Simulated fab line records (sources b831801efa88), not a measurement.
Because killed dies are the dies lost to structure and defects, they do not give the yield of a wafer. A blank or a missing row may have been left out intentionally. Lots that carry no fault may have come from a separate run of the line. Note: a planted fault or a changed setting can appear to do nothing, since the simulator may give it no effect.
Which tool was responsible? -- flow gf180mcu -- Sampling: 24 lots, 72 wafers, 5 of 602 route steps

WHAT THE GAUGES READ, wafer by wafer
GF_M4_OVL_MEAS_15. Usual: M4_OVL gives 2 nm (standard deviation 6).
lot,measured,on,M4_OVL (nm),flag
L074,day 23 19:48,overlay-02,-4 1 -9,
L075,day 24 02:16,overlay-02,7 2 5,
L076,day 24 09:11,overlay-02,10 4 -4,
L077,day 24 16:36,overlay-02,1 4 -6,
L078,day 24 18:52,overlay-02,-10 -5 -5,
L080,day 25 09:36,overlay-01,0 8 -7,
L079,day 25 10:37,overlay-02,0 6 -7,
L081,day 25 23:07,overlay-01,0 -1 -3,
L082,day 26 04:47,overlay-01,-12 8 -7,
L083,day 26 08:09,overlay-02,11 1 1,
L084,day 26 19:24,overlay-01,-1 7 5,
L085,day 27 00:46,overlay-02,-5 2 3,
L086,day 27 10:24,overlay-01,0 11 11,
L087,day 27 21:39,overlay-02,10 2 10,
L088,day 28 01:59,overlay-01,6 -1 0,
L089,day 28 09:46,overlay-02,-5 14 -1,
L090,day 28 14:42,overlay-02,-9 -7 -7,
L091,day 28 20:18,overlay-01,-5 6 7,
L092,day 29 04:41,overlay-02,13 12 2,
L093,day 29 12:36,overlay-01,14 -2 11,
L094,day 29 21:20,overlay-02,9 3 -6,
L095,day 30 01:08,overlay-01,-2 2 2,
L096,day 30 09:11,overlay-01,2 -4 -9,
L097,day 30 10:49,overlay-02,-5 9 5,

GF_V5_BOW_MEAS_05. Usual: V5_BOW gives 135 um (standard deviation 10).
lot,measured,on,V5_BOW (um),flag
L074,day 26 19:13,film-metro-01,154 144 158,
L075,day 26 23:23,film-metro-01,143 136 142,
L076,day 27 05:09,film-metro-03,124 149 141,
L077,day 27 12:34,film-metro-03,134 128 124,
L078,day 27 13:11,film-metro-02,141 134 147,
L080,day 28 04:10,film-metro-02,127 140 133,
L079,day 28 04:59,film-metro-01,129 128 133,
L081,day 28 16:58,film-metro-03,117 113 128,
L082,day 28 21:28,film-metro-02,136 147 137,
L083,day 29 01:18,film-metro-02,135 136 143,
L084,day 29 11:32,film-metro-02,136 143 133,
L085,day 29 16:14,film-metro-02,137 135 132,
L086,day 29 23:59,film-metro-03,121 125 120,
L087,day 30 12:02,film-metro-02,159 153 137,
L088,day 30 16:47,film-metro-01,132 123 126,
L089,day 31 01:31,film-metro-01,147 138 141,
L090,day 31 02:37,film-metro-03,132 132 131,
L091,day 31 09:11,film-metro-01,122 120 121,
L092,day 31 16:26,film-metro-02,124 132 123,
L093,day 31 23:57,film-metro-02,128 132 132,
L094,day 32 07:10,film-metro-02,137 139 129,
L095,day 32 10:30,film-metro-02,151 146 147,
L096,day 32 17:17,film-metro-02,140 135 144,
L097,day 32 19:42,film-metro-02,126 130 126,

EACH LOT AND THE TOOL THAT RAN IT (in order: tool; ch and the chambers of the sampled wafers; start)
lot,GF_V3_CMP_26,GF_V4_STRIP_18,GF_V4_CVD_23
L074,"cmp-02 ch 1,2, day 22 20:30","plasma-asher-01 ch 0,1, day 24 20:01","cvd-w-02 ch 0,1, day 24 20:40"
L075,"cmp-02 ch 0,1,3, day 23 03:32","plasma-asher-02 ch 0,1, day 25 01:43","cvd-w-01 ch 0,1, day 25 02:22"
L076,"cmp-02 ch 0,3, day 23 09:42","plasma-asher-01 ch 0,1, day 25 08:29","cvd-w-01 ch 0,1, day 25 09:10"
L077,"cmp-02 ch 2,3, day 23 17:56","plasma-asher-03 ch 0,1, day 25 15:44","cvd-w-02 ch 0,1, day 25 16:22"
L078,"cmp-02 ch 0,1,3, day 23 20:29","plasma-asher-03 ch 0,1, day 25 17:40","cvd-w-02 ch 0,1, day 25 18:20"
L080,"cmp-02 ch 0,3, day 24 12:27","plasma-asher-02 ch 0,1, day 26 08:13","cvd-w-02 ch 0,1, day 26 08:53"
L079,"cmp-02 ch 1,2,3, day 24 13:13","plasma-asher-02 ch 0,1, day 26 08:52","cvd-w-02 ch 0,1, day 26 09:34"
L081,"cmp-01 ch 0,1, day 25 00:32","plasma-asher-01 ch 0,1, day 26 21:37","cvd-w-02 ch 0,1, day 26 22:15"
L082,"cmp-01 ch 0,1,3, day 25 06:59","plasma-asher-02 ch 0,1, day 27 02:23","cvd-w-02 ch 0,1, day 27 03:02"
L083,"cmp-01 ch 2,3, day 25 11:19","plasma-asher-01 ch 0,1, day 27 06:17","cvd-w-01 ch 0,1, day 27 06:56"
L084,"cmp-02 ch 0,2, day 25 22:16","plasma-asher-02 ch 0,1, day 27 17:08","cvd-w-01 ch 0,1, day 27 17:46"
L085,"cmp-02 ch 0,2,3, day 26 03:58","plasma-asher-03 ch 0,1, day 27 21:58","cvd-w-02 ch 0,1, day 27 22:36"
L086,"cmp-01 ch 0,1, day 26 13:33","plasma-asher-01 ch 0,1, day 28 07:23","cvd-w-01 ch 0,1, day 28 08:02"
L087,"cmp-01 ch 0,1, day 27 01:30","plasma-asher-02 ch 0,1, day 28 18:20","cvd-w-02 ch 0,1, day 28 18:58"
L088,"cmp-01 ch 0,2,3, day 27 05:22","plasma-asher-01 ch 0,1, day 28 23:07","cvd-w-02 ch 1, day 28 23:49"
L089,"cmp-02 ch 0,1, day 27 13:10","plasma-asher-03 ch 0,1, day 29 07:01","cvd-w-02 ch 0,1, day 29 07:39"
L090,"cmp-02 ch 0,2,3, day 27 18:11","plasma-asher-02 ch 0,1, day 29 11:20","cvd-w-02 ch 0,1, day 29 12:04"
L091,"cmp-02 ch 1,2,3, day 28 00:46","plasma-asher-01 ch 0,1, day 29 17:57","cvd-w-01 ch 0,1, day 29 18:37"
L092,"cmp-01 ch 0,2,3, day 28 08:59","plasma-asher-01 ch 0,1, day 30 01:24","cvd-w-02 ch 0,1, day 30 02:04"
L093,"cmp-01 ch 0,1,3, day 28 17:06","plasma-asher-01 ch 0,1, day 30 09:19","cvd-w-02 ch 0,1, day 30 09:57"
L094,"cmp-02 ch 0,2,3, day 29 01:21","plasma-asher-02 ch 0,1, day 30 17:14","cvd-w-02 ch 0,1, day 30 17:53"
L095,"cmp-01 ch 2,3, day 29 05:26","plasma-asher-02 ch 0, day 30 20:29","cvd-w-01 ch 0,1, day 30 21:07"
L096,"cmp-01 ch 0,1,3, day 29 13:25","plasma-asher-03 ch 0,1, day 31 04:38","cvd-w-02 ch 0,1, day 31 05:18"
L097,"cmp-02 ch 0,2, day 29 15:30","plasma-asher-03 ch 0,1, day 31 07:01","cvd-w-01 ch 0,1, day 31 07:41"
- GF_V3_CMP_26: polishes, stops on SiO2, t overpolish 15 s, target thk 0 nm.
- GF_V4_STRIP_18: strips in O2/N2.
- GF_V4_CVD_23: deposits W, target thk 350 nm, time 104.9 s.

WHAT THE TOOLS THEMSELVES READ (means of the sampled wafers that have a number; where no wafer has one, the mark that the record gives instead)
GF_V3_CMP_26. Usual: motor-current-A 11.1 A, standard deviation 1.1; overpolish-run-s 15.000 s, standard deviation 0.0087; time-to-endpoint-s 83 s, standard deviation 5.
lot,tool,motor-current-A (A),overpolish-run-s (s),time-to-endpoint-s (s),flag
L074,cmp-02,11.6,15.008,91,
L075,cmp-02,12.1,15.001,84,
L076,cmp-02,10.8,14.997,82,
L077,cmp-02,10.3,15.010,90,
L078,cmp-02,11.9,15.005,85,
L080,cmp-02,10.8,14.998,85,
L079,cmp-02,11.7,15.000,87,
L081,cmp-01,11.0,14.994,79,
L082,cmp-01,10.9,15.000,81,
L083,cmp-01,10.5,15.003,85,
L084,cmp-02,11.6,14.994,87,
L085,cmp-02,11.0,15.003,84,
L086,cmp-01,10.6,15.007,81,
L087,cmp-01,10.4,14.997,76,
L088,cmp-01,10.5,15.003,81,
L089,cmp-02,12.5,14.991,86,
L090,cmp-02,10.8,15.006,82,
L091,cmp-02,11.1,15.005,86,
L092,cmp-01,10.8,14.997,77,
L093,cmp-01,10.7,14.999,78,
L094,cmp-02,10.9,14.996,83,
L095,cmp-01,10.3,14.998,83,
L096,cmp-01,10.7,14.990,81,
L097,cmp-02,11.8,14.991,85,

GF_V4_STRIP_18. Usual: drypump-motor-current-A 5.8 A, standard deviation 0.3; heater-power-w 344 W, standard deviation 37; oes-product-au 0.592 a.u., standard deviation 0.0046.
lot,tool,drypump-motor-current-A (A),heater-power-w (W),oes-product-au (a.u.),flag
L074,plasma-asher-01,5.9,339,0.595,
L075,plasma-asher-02,5.8,375,0.586,
L076,plasma-asher-01,5.9,343,0.587,
L077,plasma-asher-03,5.6,296,0.585,
L078,plasma-asher-03,5.6,311,0.601,
L080,plasma-asher-02,5.8,377,0.592,
L079,plasma-asher-02,5.9,378,0.593,
L081,plasma-asher-01,5.9,342,0.591,
L082,plasma-asher-02,5.8,349,0.590,
L083,plasma-asher-01,5.9,343,0.593,
L084,plasma-asher-02,5.8,352,0.592,
L085,plasma-asher-03,5.6,313,0.590,
L086,plasma-asher-01,6.1,363,0.591,
L087,plasma-asher-02,5.8,353,0.594,
L088,plasma-asher-01,5.9,344,0.587,
L089,plasma-asher-03,5.6,305,0.591,
L090,plasma-asher-02,5.8,376,0.587,
L091,plasma-asher-01,6.1,357,0.590,
L092,plasma-asher-01,5.9,339,0.590,
L093,plasma-asher-01,6.1,355,0.591,
L094,plasma-asher-02,5.8,373,0.591,
L095,plasma-asher-02,5.8,403,0.595,
L096,plasma-asher-03,5.6,294,0.590,
L097,plasma-asher-03,5.6,311,0.592,

GF_V4_CVD_23. Usual: heater-power-outer-w 567 W, standard deviation 49; heater-power-w 919 W, standard deviation 76.
lot,tool,heater-power-outer-w (W),heater-power-w (W),flag
L074,cvd-w-02,596,918,
L075,cvd-w-01,493,826,
L076,cvd-w-01,517,875,
L077,cvd-w-02,592,929,
L078,cvd-w-02,597,939,
L080,cvd-w-02,602,932,
L079,cvd-w-02,591,945,
L081,cvd-w-02,588,964,
L082,cvd-w-02,595,944,
L083,cvd-w-01,489,820,
L084,cvd-w-01,490,817,
L085,cvd-w-02,603,993,
L086,cvd-w-01,493,825,
L087,cvd-w-02,603,969,
L088,cvd-w-02,587,915,
L089,cvd-w-02,601,933,
L090,cvd-w-02,594,959,
L091,cvd-w-01,518,865,
L092,cvd-w-02,605,974,
L093,cvd-w-02,598,943,
L094,cvd-w-02,595,971,
L095,cvd-w-01,490,825,
L096,cvd-w-02,603,946,
L097,cvd-w-01,523,873,

THE ANSWER, worked out from the rows above alone
Rule: a lot is off if the mean of its wafers that have a number lies more than 3 standard deviations from the usual mean. Also off: a lot with no number at a reading for which 4 or more lots have one. The other lots that the step has rows for count as sound. First the gauges in route order, then the tools' own readings, where a lot's mean is used as printed above. At the first step where some lot is off, the reading lying furthest off is the one used; lots without a number count as furthest.
None of the lots is off at any reading shown; this tells nothing.

WHAT THE SIMULATOR PUT IN
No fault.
